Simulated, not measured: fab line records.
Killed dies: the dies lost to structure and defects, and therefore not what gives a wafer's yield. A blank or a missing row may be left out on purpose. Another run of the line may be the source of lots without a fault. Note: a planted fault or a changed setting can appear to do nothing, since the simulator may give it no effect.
fab line records / flow sfqLine
record: lots: 6 wafers: 18 lastDay: 76
route steps=325 shown M1@62 I1@73
lots that met no fault: taken from a fault-free run of the same line
startH: start of the lot's first displayed wafer, in hours after the record's first day / waitH: hours from the lot's prior step to this one / " unchanged from the row above / L1.1+2: a row that stands for several wafers / - either no value or no given start / * or withheld: withheld / < > ~ a bound
route shown NAME@n: a module of which the file shows steps, and the number in the route of the first / usual: the fault-free wafers' mean and standard deviation / same: alike in all rows / chamber/n: place in a boat / sites: each site's reading / _std_site: how widely they spread, as a standard deviation / _edge_site: mean of outer sites minus mean of inner sites / radiusMm: for every site, how far away it sits from the centre of the wafer / mask NAME#n: copy n / behind: the tool/chamber that last shaped the wafer / hold: reason for holding the lot/hours on hold/outcome of the hold / device: which transistor (n, p or np) failed to switch / end of line: tests run on the same wafers once the route is complete / where a step has no rows: the recipe by itself / killed: count of dies lost to structure and defects at first sort (not the wafer's yield) / map: per-die view of a wafer (x killed, . not killed, _ where there is no die)
set.NAME: the setting as run; set.NAME@STEP: as run at that earlier step / model.NAME: the simulator's own value behind a step, which no gauge read
lots seen at some steps along the route; tables by step, rows by wafer
services: from which hour (startH, from the record's first day; less than 0 if before it) a tool's chamber was out of use, for how many hours, and why
== steps ==
step: SFQ_TRILAYER_M1_LITHO_COAT_044
recipe: resist: BARC spinRpm: 3000 resistThkNm: 62
step: SFQ_TRILAYER_M1_LITHO_COAT_039
recipe: resist: KrF spinRpm: 3000 resistThkNm: 600
step: SFQ_TRILAYER_M1_LITHO_SOFTBAKE_043
recipe: tempC: withheld timeS: withheld resist: KrF
step: SFQ_TRILAYER_M1_LITHO_EXPOSE_040
recipe: maskId: M1 na: 0.6 sourceShape: conventional sigmaOuter: 0.65 targetCdNm: 500 doseMj: 14.4
step: SFQ_TRILAYER_M1_LITHO_PEB_042
recipe: pebTempC: 115 pebTimeS: 60 resist: KrF
step: SFQ_TRILAYER_M1_LITHO_DEVELOP_041
recipe: timeS: 60 resist: KrF
step: SFQ_M1_OVL_MEAS_911
usual: M1_OVL: -2/6
lot.wafer=L547.3 tool=overlay-02 chamber=- startH=306.02 waitH=0.1 M1_OVL[nm]=-5
lot.wafer=L547.4 tool=overlay-02 chamber=- startH=306.02 waitH=0.1 M1_OVL[nm]=-2
lot.wafer=L547.5 tool=overlay-02 chamber=- startH=306.02 waitH=0.1 M1_OVL[nm]=-8
lot.wafer=L551.3 tool=overlay-02 chamber=- startH=338.51 waitH=0.1 M1_OVL[nm]=0
lot.wafer=L551.4 tool=overlay-02 chamber=- startH=338.51 waitH=0.1 M1_OVL[nm]=-3
lot.wafer=L551.5 tool=overlay-02 chamber=- startH=338.51 waitH=0.1 M1_OVL[nm]=5
lot.wafer=L553.2 tool=overlay-02 chamber=- startH=354.01 waitH=0.1 M1_OVL[nm]=-6
lot.wafer=L553.4 tool=overlay-02 chamber=- startH=354.01 waitH=0.1 M1_OVL[nm]=-7
lot.wafer=L553.5 tool=overlay-02 chamber=- startH=354.01 waitH=0.1 M1_OVL[nm]=-1
lot.wafer=L557.1 tool=overlay-02 chamber=- startH=388.81 waitH=0.1 M1_OVL[nm]=1
lot.wafer=L557.3 tool=overlay-02 chamber=- startH=388.81 waitH=0.1 M1_OVL[nm]=3
lot.wafer=L557.5 tool=overlay-02 chamber=- startH=388.81 waitH=0.1 M1_OVL[nm]=5
lot.wafer=L563.3 tool=overlay-01 chamber=- startH=425.57 waitH=0.1 M1_OVL[nm]=-1
lot.wafer=L563.4 tool=overlay-01 chamber=- startH=425.57 waitH=0.1 M1_OVL[nm]=-5
lot.wafer=L563.6 tool=overlay-01 chamber=- startH=425.57 waitH=0.1 M1_OVL[nm]=-3
lot.wafer=L565.2 tool=overlay-02 chamber=- startH=434.96 waitH=0.1 M1_OVL[nm]=-4
lot.wafer=L565.3 tool=overlay-02 chamber=- startH=434.96 waitH=0.1 M1_OVL[nm]=-4
lot.wafer=L565.6 tool=overlay-02 chamber=- startH=434.96 waitH=0.1 M1_OVL[nm]=-5
step: SFQ_TRILAYER_M1_BARC_OPEN_METAL_ETCH_054
recipe: maskMaterial: PR chemistry: O2 targetDepthNm: 125 target: BARC icpW: 600 biasW: 80 pressureMtorr: 10 timeS: 41.7
usual: chamberPressureMTorr: 9.998/0.012 drypumpMotorCurrentA: 5.8/0.38 oesProductAu: 0.685/0.0054
lot.wafer=L547.3 tool=rieMetal-04 chamber=0 startH=306.06 waitH=0.0 chamberPressureMTorr=9.992 drypumpMotorCurrentA=6.0 oesProductAu=0.678 rfHoursCounterH=-
lot.wafer=L547.4 tool=rieMetal-04 chamber=1 startH=306.06 waitH=0.0 chamberPressureMTorr=10.009 drypumpMotorCurrentA=5.8 oesProductAu=0.693 rfHoursCounterH=-
lot.wafer=L547.5 tool=rieMetal-04 chamber=1 startH=306.06 waitH=0.0 chamberPressureMTorr=10.002 drypumpMotorCurrentA=5.8 oesProductAu=0.686 rfHoursCounterH=-
lot.wafer=L551.3 tool=rieMetal-03 chamber=1 startH=338.55 waitH=0.0 chamberPressureMTorr=10.001 drypumpMotorCurrentA=5.3 oesProductAu=0.682 rfHoursCounterH=-
lot.wafer=L551.4 tool=rieMetal-03 chamber=0 startH=338.55 waitH=0.0 chamberPressureMTorr=9.909 drypumpMotorCurrentA=5.1 oesProductAu=0.689 rfHoursCounterH=-
lot.wafer=L551.5 tool=rieMetal-03 chamber=0 startH=338.55 waitH=0.0 chamberPressureMTorr=9.981 drypumpMotorCurrentA=5.1 oesProductAu=0.689 rfHoursCounterH=-
lot.wafer=L553.2 tool=rieMetal-04 chamber=0 startH=354.04 waitH=0.0 chamberPressureMTorr=10.017 drypumpMotorCurrentA=6.0 oesProductAu=0.690 rfHoursCounterH=170
lot.wafer=L553.4 tool=rieMetal-04 chamber=1 startH=354.04 waitH=0.0 chamberPressureMTorr=10.003 drypumpMotorCurrentA=5.8 oesProductAu=0.685 rfHoursCounterH=-
lot.wafer=L553.5 tool=rieMetal-04 chamber=0 startH=354.04 waitH=0.0 chamberPressureMTorr=10.004 drypumpMotorCurrentA=6.0 oesProductAu=0.677 rfHoursCounterH=-
lot.wafer=L557.1 tool=rieMetal-04 chamber=0 startH=388.84 waitH=0.0 chamberPressureMTorr=9.980 drypumpMotorCurrentA=6.0 oesProductAu=0.677 rfHoursCounterH=175
lot.wafer=L557.3 tool=rieMetal-04 chamber=1 startH=388.84 waitH=0.0 chamberPressureMTorr=9.995 drypumpMotorCurrentA=5.9 oesProductAu=0.681 rfHoursCounterH=-
lot.wafer=L557.5 tool=rieMetal-04 chamber=1 startH=388.84 waitH=0.0 chamberPressureMTorr=10.004 drypumpMotorCurrentA=5.8 oesProductAu=0.688 rfHoursCounterH=-
lot.wafer=L563.3 tool=rieMetal-02 chamber=0 startH=425.61 waitH=0.0 chamberPressureMTorr=10.025 drypumpMotorCurrentA=6.3 oesProductAu=0.677 rfHoursCounterH=-
lot.wafer=L563.4 tool=rieMetal-02 chamber=1 startH=425.61 waitH=0.0 chamberPressureMTorr=9.999 drypumpMotorCurrentA=5.6 oesProductAu=0.687 rfHoursCounterH=-
lot.wafer=L563.6 tool=rieMetal-02 chamber=1 startH=425.61 waitH=0.0 chamberPressureMTorr=9.999 drypumpMotorCurrentA=5.6 oesProductAu=0.685 rfHoursCounterH=-
lot.wafer=L565.2 tool=rieMetal-03 chamber=0 startH=434.99 waitH=0.0 chamberPressureMTorr=10.007 drypumpMotorCurrentA=5.1 oesProductAu=0.689 rfHoursCounterH=161
lot.wafer=L565.3 tool=rieMetal-03 chamber=0 startH=434.99 waitH=0.0 chamberPressureMTorr=9.992 drypumpMotorCurrentA=5.1 oesProductAu=0.681 rfHoursCounterH=-
lot.wafer=L565.6 tool=rieMetal-03 chamber=0 startH=434.99 waitH=0.0 chamberPressureMTorr=9.991 drypumpMotorCurrentA=5.1 oesProductAu=0.689 rfHoursCounterH=-
step: SFQ_TRILAYER_M1_ETCH_METAL_ETCH_042
recipe: target: Nb stopOn: SiO2 maskMaterial: PR chemistry: Cl2/Ar targetDepthNm: 240 icpW: 600 biasW: 80 pressureMtorr: 10 timeS: 120
usual: chamberPressureMTorr: 10.001/0.009 drypumpMotorCurrentA: 5.8/0.38 oesProductAu: 0.893/0.0078
lot.wafer=L547.3 tool=rieMetal-04 chamber=0 startH=306.14 waitH=0.1 chamberPressureMTorr=10.001 drypumpMotorCurrentA=6.0 oesProductAu=0.898 rfHoursCounterH=-
lot.wafer=L547.4 tool=rieMetal-04 chamber=1 startH=306.14 waitH=0.1 chamberPressureMTorr=10.002 drypumpMotorCurrentA=5.8 oesProductAu=0.890 rfHoursCounterH=-
lot.wafer=L547.5 tool=rieMetal-04 chamber=1 startH=306.14 waitH=0.1 chamberPressureMTorr=10.005 drypumpMotorCurrentA=5.9 oesProductAu=0.893 rfHoursCounterH=-
lot.wafer=L551.3 tool=rieMetal-03 chamber=1 startH=338.63 waitH=0.1 chamberPressureMTorr=10.013 drypumpMotorCurrentA=5.3 oesProductAu=0.901 rfHoursCounterH=-
lot.wafer=L551.4 tool=rieMetal-03 chamber=0 startH=338.63 waitH=0.1 chamberPressureMTorr=10.004 drypumpMotorCurrentA=5.1 oesProductAu=0.894 rfHoursCounterH=-
lot.wafer=L551.5 tool=rieMetal-03 chamber=0 startH=338.63 waitH=0.1 chamberPressureMTorr=10.006 drypumpMotorCurrentA=5.1 oesProductAu=0.889 rfHoursCounterH=-
lot.wafer=L553.2 tool=rieMetal-04 chamber=0 startH=354.10 waitH=0.0 chamberPressureMTorr=10.005 drypumpMotorCurrentA=6.0 oesProductAu=0.887 rfHoursCounterH=170
lot.wafer=L553.4 tool=rieMetal-04 chamber=1 startH=354.10 waitH=0.0 chamberPressureMTorr=10.001 drypumpMotorCurrentA=5.8 oesProductAu=0.900 rfHoursCounterH=-
lot.wafer=L553.5 tool=rieMetal-04 chamber=0 startH=354.10 waitH=0.0 chamberPressureMTorr=10.000 drypumpMotorCurrentA=6.0 oesProductAu=0.897 rfHoursCounterH=-
lot.wafer=L557.1 tool=rieMetal-04 chamber=0 startH=388.90 waitH=0.0 chamberPressureMTorr=10.005 drypumpMotorCurrentA=6.0 oesProductAu=0.904 rfHoursCounterH=175
lot.wafer=L557.3 tool=rieMetal-04 chamber=1 startH=388.90 waitH=0.0 chamberPressureMTorr=9.984 drypumpMotorCurrentA=5.8 oesProductAu=0.901 rfHoursCounterH=-
lot.wafer=L557.5 tool=rieMetal-04 chamber=1 startH=388.90 waitH=0.0 chamberPressureMTorr=9.995 drypumpMotorCurrentA=5.8 oesProductAu=0.898 rfHoursCounterH=-
lot.wafer=L563.3 tool=rieMetal-02 chamber=0 startH=425.69 waitH=0.1 chamberPressureMTorr=9.999 drypumpMotorCurrentA=6.3 oesProductAu=0.896 rfHoursCounterH=-
lot.wafer=L563.4 tool=rieMetal-02 chamber=1 startH=425.69 waitH=0.1 chamberPressureMTorr=10.003 drypumpMotorCurrentA=5.6 oesProductAu=0.896 rfHoursCounterH=-
lot.wafer=L563.6 tool=rieMetal-02 chamber=1 startH=425.69 waitH=0.1 chamberPressureMTorr=9.991 drypumpMotorCurrentA=5.6 oesProductAu=0.895 rfHoursCounterH=-
lot.wafer=L565.2 tool=rieMetal-03 chamber=0 startH=435.05 waitH=0.0 chamberPressureMTorr=10.014 drypumpMotorCurrentA=5.1 oesProductAu=0.889 rfHoursCounterH=161
lot.wafer=L565.3 tool=rieMetal-03 chamber=0 startH=435.05 waitH=0.0 chamberPressureMTorr=10.007 drypumpMotorCurrentA=5.1 oesProductAu=0.890 rfHoursCounterH=-
lot.wafer=L565.6 tool=rieMetal-03 chamber=0 startH=435.05 waitH=0.0 chamberPressureMTorr=10.014 drypumpMotorCurrentA=5.1 oesProductAu=0.900 rfHoursCounterH=-
step: SFQ_TRILAYER_M1_STRIP_STRIP_043
recipe: gas: O2 powerW: 200 platenTempC: 40 overashFraction: 0.65 chemistry: O2 pressureMtorr: 50
usual: chamberPressureMTorr: 50.00/0.048 drypumpMotorCurrentA: 5.8/0.38 oesProductAu: 1.003/0.012 platenTempC: 40.00/0.11
lot.wafer=L547.3 tool=rieMetal-04 chamber=0 startH=306.43 waitH=0.2 chamberPressureMTorr=50.03 drypumpMotorCurrentA=6.0 oesProductAu=1.002 platenTempC=40.29 rfHoursCounterH=-
lot.wafer=L547.4 tool=rieMetal-04 chamber=1 startH=306.43 waitH=0.2 chamberPressureMTorr=49.94 drypumpMotorCurrentA=5.9 oesProductAu=0.998 platenTempC=39.95 rfHoursCounterH=-
lot.wafer=L547.5 tool=rieMetal-04 chamber=1 startH=306.43 waitH=0.2 chamberPressureMTorr=49.99 drypumpMotorCurrentA=5.8 oesProductAu=0.996 platenTempC=39.89 rfHoursCounterH=-
lot.wafer=L551.3 tool=rieMetal-03 chamber=1 startH=338.92 waitH=0.2 chamberPressureMTorr=50.03 drypumpMotorCurrentA=5.3 oesProductAu=1.018 platenTempC=40.00 rfHoursCounterH=-
lot.wafer=L551.4 tool=rieMetal-03 chamber=0 startH=338.92 waitH=0.2 chamberPressureMTorr=50.01 drypumpMotorCurrentA=5.1 oesProductAu=1.027 platenTempC=39.91 rfHoursCounterH=-
lot.wafer=L551.5 tool=rieMetal-03 chamber=0 startH=338.92 waitH=0.2 chamberPressureMTorr=50.02 drypumpMotorCurrentA=5.1 oesProductAu=1.032 platenTempC=40.09 rfHoursCounterH=-
lot.wafer=L553.2 tool=rieMetal-04 chamber=0 startH=354.23 waitH=0.1 chamberPressureMTorr=50.00 drypumpMotorCurrentA=6.0 oesProductAu=0.999 platenTempC=39.92 rfHoursCounterH=170
lot.wafer=L553.4 tool=rieMetal-04 chamber=1 startH=354.23 waitH=0.1 chamberPressureMTorr=49.90 drypumpMotorCurrentA=5.8 oesProductAu=0.984 platenTempC=40.07 rfHoursCounterH=-
lot.wafer=L553.5 tool=rieMetal-04 chamber=0 startH=354.23 waitH=0.1 chamberPressureMTorr=50.01 drypumpMotorCurrentA=6.0 oesProductAu=1.006 platenTempC=39.92 rfHoursCounterH=-
lot.wafer=L557.1 tool=rieMetal-04 chamber=0 startH=389.03 waitH=0.1 chamberPressureMTorr=50.00 drypumpMotorCurrentA=6.0 oesProductAu=1.005 platenTempC=39.85 rfHoursCounterH=175
lot.wafer=L557.3 tool=rieMetal-04 chamber=1 startH=389.03 waitH=0.1 chamberPressureMTorr=49.96 drypumpMotorCurrentA=5.8 oesProductAu=1.007 platenTempC=40.08 rfHoursCounterH=-
lot.wafer=L557.5 tool=rieMetal-04 chamber=1 startH=389.03 waitH=0.1 chamberPressureMTorr=50.04 drypumpMotorCurrentA=5.8 oesProductAu=1.005 platenTempC=40.11 rfHoursCounterH=-
lot.wafer=L563.3 tool=rieMetal-02 chamber=0 startH=425.98 waitH=0.2 chamberPressureMTorr=50.01 drypumpMotorCurrentA=6.4 oesProductAu=0.997 platenTempC=39.71 rfHoursCounterH=-
lot.wafer=L563.4 tool=rieMetal-02 chamber=1 startH=425.98 waitH=0.2 chamberPressureMTorr=50.02 drypumpMotorCurrentA=5.6 oesProductAu=0.999 platenTempC=40.17 rfHoursCounterH=-
lot.wafer=L563.6 tool=rieMetal-02 chamber=1 startH=425.98 waitH=0.2 chamberPressureMTorr=50.02 drypumpMotorCurrentA=5.6 oesProductAu=0.997 platenTempC=40.12 rfHoursCounterH=-
lot.wafer=L565.2 tool=rieMetal-03 chamber=0 startH=435.18 waitH=0.1 chamberPressureMTorr=50.03 drypumpMotorCurrentA=5.1 oesProductAu=1.038 platenTempC=39.87 rfHoursCounterH=161
lot.wafer=L565.3 tool=rieMetal-03 chamber=0 startH=435.18 waitH=0.1 chamberPressureMTorr=50.03 drypumpMotorCurrentA=5.1 oesProductAu=1.036 platenTempC=40.25 rfHoursCounterH=-
lot.wafer=L565.6 tool=rieMetal-03 chamber=0 startH=435.18 waitH=0.1 chamberPressureMTorr=50.03 drypumpMotorCurrentA=5.1 oesProductAu=1.034 platenTempC=39.82 rfHoursCounterH=-
step: SFQ_TRILAYER_M1_STRIP_SOLV_CLEAN_044
recipe: chemistry: NMP tempC: 70 timeS: 600
step: SFQ_TRILAYER_I1_DEP_PECVD_045
recipe: material: SiO2 tempC: 150 timeS: 111.11 pressureTorr: 2.4 rfW: 183.3 precursor: SiH4/N2O targetThkNm: 500
usual: heaterPowerW: 76/15 rfFwdPowerW: 182.2/0.7 throttleValvePct: 24.9/1.4
lot.wafer=L547.3 tool=pecvd-02 chamber=2 startH=307.02 waitH=0.0 heaterPowerW=96 rfFwdPowerW=181.8 throttleValvePct=25.6 model.SiO2_of_TRILAYER_I1_DEP_PECVD_045.thkNm=504.5
lot.wafer=L547.4 tool=pecvd-02 chamber=1 startH=307.02 waitH=0.0 heaterPowerW=54 rfFwdPowerW=182.3 throttleValvePct=27.0 model.SiO2_of_TRILAYER_I1_DEP_PECVD_045.thkNm=499.7
lot.wafer=L547.5 tool=pecvd-02 chamber=0 startH=307.02 waitH=0.0 heaterPowerW=62 rfFwdPowerW=181.1 throttleValvePct=26.1 model.SiO2_of_TRILAYER_I1_DEP_PECVD_045.thkNm=506
lot.wafer=L551.3 tool=pecvd-01 chamber=0 startH=339.49 waitH=0.0 heaterPowerW=69 rfFwdPowerW=183.0 throttleValvePct=25.3 model.SiO2_of_TRILAYER_I1_DEP_PECVD_045.thkNm=497.5
lot.wafer=L551.4 tool=pecvd-01 chamber=2 startH=339.49 waitH=0.0 heaterPowerW=81 rfFwdPowerW=183.7 throttleValvePct=23.6 model.SiO2_of_TRILAYER_I1_DEP_PECVD_045.thkNm=496.2
lot.wafer=L551.5 tool=pecvd-01 chamber=1 startH=339.49 waitH=0.0 heaterPowerW=87 rfFwdPowerW=182.8 throttleValvePct=25.6 model.SiO2_of_TRILAYER_I1_DEP_PECVD_045.thkNm=506.5
lot.wafer=L553.2 tool=pecvd-01 chamber=2 startH=355.00 waitH=0.0 heaterPowerW=97 rfFwdPowerW=153.7 throttleValvePct=23.7 model.SiO2_of_TRILAYER_I1_DEP_PECVD_045.thkNm=468.9
lot.wafer=L553.4 tool=pecvd-01 chamber=1 startH=355.00 waitH=0.0 heaterPowerW=89 rfFwdPowerW=153.3 throttleValvePct=25.8 model.SiO2_of_TRILAYER_I1_DEP_PECVD_045.thkNm=483.6
lot.wafer=L553.5 tool=pecvd-01 chamber=0 startH=355.00 waitH=0.0 heaterPowerW=92 rfFwdPowerW=152.6 throttleValvePct=25.4 model.SiO2_of_TRILAYER_I1_DEP_PECVD_045.thkNm=490.2
lot.wafer=L557.1 tool=pecvd-01 chamber=0 startH=389.80 waitH=0.0 heaterPowerW=85 rfFwdPowerW=153.3 throttleValvePct=25.6 model.SiO2_of_TRILAYER_I1_DEP_PECVD_045.thkNm=481.3
lot.wafer=L557.3 tool=pecvd-01 chamber=2 startH=389.80 waitH=0.0 heaterPowerW=88 rfFwdPowerW=154.1 throttleValvePct=23.6 model.SiO2_of_TRILAYER_I1_DEP_PECVD_045.thkNm=470.6
lot.wafer=L557.5 tool=pecvd-01 chamber=1 startH=389.80 waitH=0.0 heaterPowerW=93 rfFwdPowerW=152.7 throttleValvePct=25.7 model.SiO2_of_TRILAYER_I1_DEP_PECVD_045.thkNm=479
lot.wafer=L563.3 tool=pecvd-02 chamber=0 startH=426.73 waitH=0.0 heaterPowerW=68 rfFwdPowerW=181.6 throttleValvePct=25.9 model.SiO2_of_TRILAYER_I1_DEP_PECVD_045.thkNm=505.5
lot.wafer=L563.4 tool=pecvd-02 chamber=2 startH=426.73 waitH=0.0 heaterPowerW=97 rfFwdPowerW=181.8 throttleValvePct=25.7 model.SiO2_of_TRILAYER_I1_DEP_PECVD_045.thkNm=525.1
lot.wafer=L563.6 tool=pecvd-02 chamber=0 startH=426.73 waitH=0.0 heaterPowerW=72 rfFwdPowerW=182.1 throttleValvePct=25.9 model.SiO2_of_TRILAYER_I1_DEP_PECVD_045.thkNm=510.2
lot.wafer=L565.2 tool=pecvd-02 chamber=1 startH=435.95 waitH=0.0 heaterPowerW=48 rfFwdPowerW=182.2 throttleValvePct=26.8 model.SiO2_of_TRILAYER_I1_DEP_PECVD_045.thkNm=494.3
lot.wafer=L565.3 tool=pecvd-02 chamber=2 startH=435.95 waitH=0.0 heaterPowerW=109 rfFwdPowerW=183.1 throttleValvePct=25.8 model.SiO2_of_TRILAYER_I1_DEP_PECVD_045.thkNm=506.2
lot.wafer=L565.6 tool=pecvd-02 chamber=2 startH=435.95 waitH=0.0 heaterPowerW=90 rfFwdPowerW=182.4 throttleValvePct=25.8 model.SiO2_of_TRILAYER_I1_DEP_PECVD_045.thkNm=520.8
step: SFQ_TRILAYER_I1_CMP_CMP_046
recipe: material: SiO2 downForcePsi: 3 platenRpm: 60 padVelocityMS: 0.94248
usual: motorCurrentA: 9.7/0.59
lot.wafer=L547.3 tool=cmp-02 chamber=0 startH=314.06 waitH=7.0 motorCurrentA=10.0
lot.wafer=L547.4 tool=cmp-02 chamber=1 startH=314.06 waitH=7.0 motorCurrentA=8.9
lot.wafer=L547.5 tool=cmp-02 chamber=2 startH=314.06 waitH=7.0 motorCurrentA=10.3
lot.wafer=L551.3 tool=cmp-01 chamber=2 startH=340.07 waitH=0.5 motorCurrentA=9.6
lot.wafer=L551.4 tool=cmp-01 chamber=3 startH=340.07 waitH=0.5 motorCurrentA=9.4
lot.wafer=L551.5 tool=cmp-01 chamber=2 startH=342.07 waitH=2.5 motorCurrentA=10.1
lot.wafer=L553.4 tool=cmp-01 chamber=1 startH=366.35 waitH=11.3 motorCurrentA=9.8
lot.wafer=L553.2 tool=cmp-01 chamber=3 startH=367.35 waitH=12.3 motorCurrentA=9.2
lot.wafer=L553.5 tool=cmp-01 chamber=1 startH=368.35 waitH=13.3 motorCurrentA=9.5
lot.wafer=L557.1 tool=cmp-01 chamber=3 startH=393.35 waitH=3.5 motorCurrentA=9.5
lot.wafer=L557.3 tool=cmp-01 chamber=0 startH=393.35 waitH=3.5 motorCurrentA=9.4
lot.wafer=L557.5 tool=cmp-01 chamber=0 startH=395.85 waitH=6.0 motorCurrentA=9.5
lot.wafer=L563.3 tool=cmp-02 chamber=1 startH=429.71 waitH=2.9 motorCurrentA=9.1
lot.wafer=L563.4 tool=cmp-02 chamber=3 startH=430.71 waitH=3.9 motorCurrentA=11.6
lot.wafer=L563.6 tool=cmp-02 chamber=1 startH=431.71 waitH=4.9 motorCurrentA=9.2
lot.wafer=L565.3 tool=cmp-01 chamber=1 startH=439.13 waitH=3.1 motorCurrentA=9.6
lot.wafer=L565.2 tool=cmp-01 chamber=2 startH=439.13 waitH=3.1 motorCurrentA=9.9
lot.wafer=L565.6 tool=cmp-01 chamber=0 startH=440.63 waitH=4.6 motorCurrentA=9.5
== services ==
tool=pecvd-02 chamber=- startH=315.29 hours=3.0 kind=repair
tool=rieMetal-02 chamber=- startH=333.19 hours=28.1 kind=pm
tool=rieMetal-03 chamber=0 startH=354.18 hours=1.6 kind=repair
tool=pecvd-01 chamber=1 startH=356.91 hours=9.4 kind=repair
tool=rieMetal-04 chamber=- startH=375.99 hours=2.8 kind=pm
tool=rieMetal-02 chamber=- startH=384.15 hours=3.0 kind=repair
tool=cmp-01 chamber=- startH=397.16 hours=3.2 kind=repair
tool=cmp-01 chamber=- startH=409.37 hours=4.0 kind=pm
tool=cmp-01 chamber=- startH=413.37 hours=- kind=consumableReplace:conditioner
tool=cmp-01 chamber=- startH=413.37 hours=- kind=consumableReplace:pad
tool=cmp-02 chamber=- startH=435.21 hours=5.2 kind=pm
tool=pecvd-02 chamber=2 startH=436.13 hours=11.4 kind=repair
== key ==
firstSign: step: SFQ_TRILAYER_I1_DEP_PECVD_045 reading: rfFwdPowerW direction: down sigmas: 42 usual: 182.2 struck: 153.3
effect none on later readings
modelEffect: step: SFQ_TRILAYER_I1_DEP_PECVD_045 value: SiO2_of_TRILAYER_I1_DEP_PECVD_045.thkNm without: 504.4 struck: 479
metAt SFQ_TRILAYER_I1_DEP_PECVD_045
struckWafers L553.2,L553.4,L553.5,L557.1,L557.3,L557.5
onsetBetween 339.49 355.00
fault: kind: processParameterDrift tool: pecvd-01 chamber: - onsetH: 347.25 steps: SFQ_TRILAYER_I1_DEP_PECVD_045 channel: rfW offset: -29.328 shape: step endH: 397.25 actsIn: theseRecipesOnly stated: 183.3
